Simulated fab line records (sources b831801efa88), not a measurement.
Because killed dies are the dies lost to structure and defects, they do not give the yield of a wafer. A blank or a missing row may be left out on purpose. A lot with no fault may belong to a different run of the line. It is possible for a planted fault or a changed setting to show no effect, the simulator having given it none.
One fault through the eyes of 2 desks -- flow gf180mcu -- every desk sees just its own numbers, and what lay behind them comes last

== DESK OF THE TOOL OWNER: litho track-04 ==
The tool's own readings at GF_PSD_COAT_02 (resist thk 1000 nm): means of the sampled wafers that have a number, for each lot that ran on this tool. A lot is out of limits, marked OUT, if its mean lies more than 4 standard deviations from the usual mean; the brackets give that distance.
Columns: A = spin speed rpm at GF_PSD_COAT_02, usual 2999.9 rpm
lot,first seen here,A
L135,day 14 07:19,3000.2
L136,day 14 08:52,2997.2
L138,day 15 02:47,3001.8
L140,day 15 09:16,3143.5 (+68) OUT
L141,day 15 20:43,3144.9 (+69) OUT
This desk's verdict: out of limits on L140, L141, starting with L140 at day 15 09:16 (spin speed rpm at GF_PSD_COAT_02). Within limits: L135, L136, L138.

== FROM THE METROLOGY DESK ==
What the gauges read for every lot (on any tool): the sampled wafers with a number, averaged. A lot is out of limits, marked OUT, if its mean lies more than 4 standard deviations from the usual mean; the brackets give that distance.
Columns: A = HV_LDD_01_OVL at GF_HV_LDD_OVL_MEAS_20, usual -0.4 nm; B = HV_LDD_CVD_54_THK at GF_HV_LDD_THK_MEAS_55, usual 10.00 nm; C = SAB_OVL at GF_SAB_OVL_MEAS_10, usual -0.6 nm
lot,first seen here,A,B,C
L135,day 11 05:28,1.5,10.02,-1.2
L136,day 11 07:35,-2.1,9.86,-0.1
L138,day 11 23:31,-0.8,10.07,-0.4
L140,day 12 06:12,-0.2,10.12,0.1
L141,day 12 15:50,-1.6,10.08,-0.3
L142,day 12 22:28,0.0,10.20,1.8
L148,day 15 03:39,1.3,10.02,-1.4
L149,day 15 08:16,-1.3,9.93,-1.1
L150,day 15 11:15,-0.6,9.98,-0.6
L151,day 15 15:38,0.1,9.92,-1.0
L153,day 16 09:36,-2.8,9.91,-0.2
L156,day 17 11:26,-1.6,10.03,-1.8
L157,day 17 19:24,1.5,9.75,-0.3
This desk found nothing out of limits on any of the 13 lots.

== TAKEN TOGETHER ==
An alarm could have come from the tool owner's desk at day 15 09:16, on L140, L141.
The metrology desk saw nothing out of limits.
The metrology desk holds a record of L140, L141, inside its limits.
All the named lots went through GF_PSD_COAT_02 on litho track-04.

== WHAT WAS PUT IN BY THE SIMULATOR ==
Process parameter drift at GF_PSD_COAT_02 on litho track-04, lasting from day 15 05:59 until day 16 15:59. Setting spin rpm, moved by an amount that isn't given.
Shown lots that were struck: L140, L141.
How many hours passed from the start of the fault until each desk's first out-of-limits reading: the tool owner's desk, 3.
